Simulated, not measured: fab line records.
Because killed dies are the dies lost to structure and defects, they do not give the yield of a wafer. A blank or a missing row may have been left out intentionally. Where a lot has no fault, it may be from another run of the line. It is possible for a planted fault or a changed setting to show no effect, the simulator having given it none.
Which tool is to blame? ; flow sky130 ; Sampling: 15 lots, 45 wafers, 3 of 708 route steps

== WHAT EACH GAUGE READ, for each wafer ==
SKY_SD_P_CD_MEAS_07: the cd target is 380 nm. Usual: cd nm reads 379.8 nm (standard deviation 2.9).
lot;measured;on;cd nm (nm);flag
L534;day 25 11:17;cd sem-01;379.5 378.5 376.6;
L536;day 26 04:25;cd sem-01;377.6 378.5 377.0;
L537;day 26 13:34;cd sem-02;375.8 376.8 372.6;
L539;day 27 09:46;cd sem-01;384.5 379.9 382.2;
L541;day 28 09:08;cd sem-02;382.8 385.5 384.3;
L543;day 28 23:12;cd sem-02;379.9 381.6 380.9;
L544;day 29 06:44;cd sem-02;377.7 377.7 376.5;
L545;day 29 16:12;cd sem-01;379.0 378.4 376.8;
L546;day 29 17:27;cd sem-01;381.8 381.7 380.8;
L548;day 30 11:35;cd sem-02;379.0 380.6 380.5;
L552;day 31 22:53;cd sem-01;384.3 385.2 384.9;
L554;day 32 08:05;cd sem-02;383.6 382.4 383.3;
L555;day 32 22:49;cd sem-02;383.4 382.7 383.1;
L556;day 32 23:35;cd sem-02;376.1 376.1 374.7;
L557;day 33 06:06;cd sem-01;382.0 380.5 378.4;

== WHAT TOOL EACH LOT RAN ON (gives the tool, then ch and the chambers of the sampled wafers, and finally the start) ==
lot;SKY_VT_ADJUST_HVTP_DEVELOP_06;SKY_SPACER_ETCHBACK_02
L534;litho track-02 ch 0, day 6 01:36;rie diel-04 ch 0,1,3, day 22 23:23
L536;litho track-03 ch 0, day 6 12:10;rie diel-04 ch 1,2,3, day 23 17:53
L537;litho track-03 ch 0, day 6 22:23;rie diel-03 ch 0,1,2, day 24 03:23
L539;litho track-04 ch 0, day 7 10:18;rie diel-01 ch 1,2, day 24 23:29
L541;litho track-02 ch 0, day 7 22:00;rie diel-03 ch 2,3, day 26 00:35
L543;litho track-03, day 8 12:34;rie diel-03 ch 0,2,3, day 26 12:42
L544;litho track-02, day 8 16:15;rie diel-03 ch 1,2,3, day 26 21:56
L545;litho track-04, day 9 06:03;rie diel-04 ch 0,1,2, day 27 07:51
L546;litho track-02 ch 0, day 9 08:43;rie diel-04 ch 0,3, day 27 09:04
L548;litho track-04 ch 0, day 9 12:42;rie diel-01 ch 2,3, day 28 02:29
L552;litho track-03 ch 0, day 11 03:52;rie diel-04 ch 1,2,3, day 29 16:07
L554;litho track-02 ch 0, day 11 10:56;rie diel-01 ch 1,2,3, day 30 00:21
L555;litho track-02 ch 0, day 11 18:17;rie diel-03 ch 0,1,2, day 30 14:20
L556;litho track-03 ch 0, day 11 19:25;rie diel-01 ch 1,2, day 30 15:32
L557;litho track-03 ch 0, day 12 10:52;rie diel-03 ch 0,1,2, day 30 22:46
- SKY_VT_ADJUST_HVTP_DEVELOP_06: develop time 60 s.
- SKY_SPACER_ETCHBACK_02: etches Si3N4 in CH3F/O2, stops on SiO2, time 46.7 s, target depth 45 nm.

== AS READ BY THE TOOLS THEMSELVES (means over the sampled wafers that have a number; for cases with no such wafer, the mark the record gives instead) ==
SKY_VT_ADJUST_HVTP_DEVELOP_06. Usual: chill plate temp C 23.01 C, standard deviation 0.097; resist line temp C 23.00 C, standard deviation 0.096.
lot;tool;chill plate temp C (C);resist line temp C (C);flag
L534;litho track-02;23.07;22.93;
L536;litho track-03;23.03;23.00;
L537;litho track-03;22.84;22.94;
L539;litho track-04;23.01;23.00;
L541;litho track-02;22.96;22.97;
L543;litho track-03;-;-;OFF
L544;litho track-02;-;-;OFF
L545;litho track-04;-;-;OFF
L546;litho track-02;23.11;22.92;
L548;litho track-04;23.14;23.04;
L552;litho track-03;23.08;23.05;
L554;litho track-02;23.12;23.07;
L555;litho track-02;22.99;23.06;
L556;litho track-03;22.93;23.07;
L557;litho track-03;23.04;22.93;

SKY_SPACER_ETCHBACK_02. Usual: drypump motor current A 5.6 A, standard deviation 0.38; oes product au 0.852 a.u., standard deviation 0.0066; throttle valve pct 10.562 %, standard deviation 0.0095.
lot;tool;drypump motor current A (A);oes product au (a.u.);throttle valve pct (%);flag
L534;rie diel-04;5.9;0.850;10.558;
L536;rie diel-04;6.0;0.849;10.571;
L537;rie diel-03;5.6;0.856;10.561;
L539;rie diel-01;5.1;0.858;10.571;
L541;rie diel-03;5.4;0.857;10.566;
L543;rie diel-03;5.7;0.867;10.577;
L544;rie diel-03;5.3;0.856;10.558;
L545;rie diel-04;6.0;0.853;10.557;
L546;rie diel-04;5.7;0.859;10.568;
L548;rie diel-01;5.6;0.847;10.554;
L552;rie diel-04;6.1;0.844;10.564;
L554;rie diel-01;5.3;0.845;10.566;
L555;rie diel-03;5.6;0.848;10.565;
L556;rie diel-01;5.2;0.850;10.564;
L557;rie diel-03;5.6;0.852;10.562;

== THE ANSWER, worked out from the rows above alone ==
Rule: a lot counts as off when the mean over its wafers that have a number is more than 3 standard deviations away from the usual mean. A lot without any number at a reading at which 4 lots or more have one is off too. Where the step has rows for the other lots, those lots are counted as sound. First the gauges in route order, then the tools' own readings, where a lot's mean is used as printed above. At the first step where some lot is off, the reading lying furthest off is the one used; lots without a number count as furthest.
Off: L543, L544, L545 (SKY_VT_ADJUST_HVTP_DEVELOP_06, chill plate temp C). Without a number there: L543, L544, L545.
If a tool, at that step or one of the process steps before it, ran each lot that is off and ran no sound lot following the first of them, it fits. Not one of the candidates tried fits.

== WHAT THE SIMULATOR PUT IN ==
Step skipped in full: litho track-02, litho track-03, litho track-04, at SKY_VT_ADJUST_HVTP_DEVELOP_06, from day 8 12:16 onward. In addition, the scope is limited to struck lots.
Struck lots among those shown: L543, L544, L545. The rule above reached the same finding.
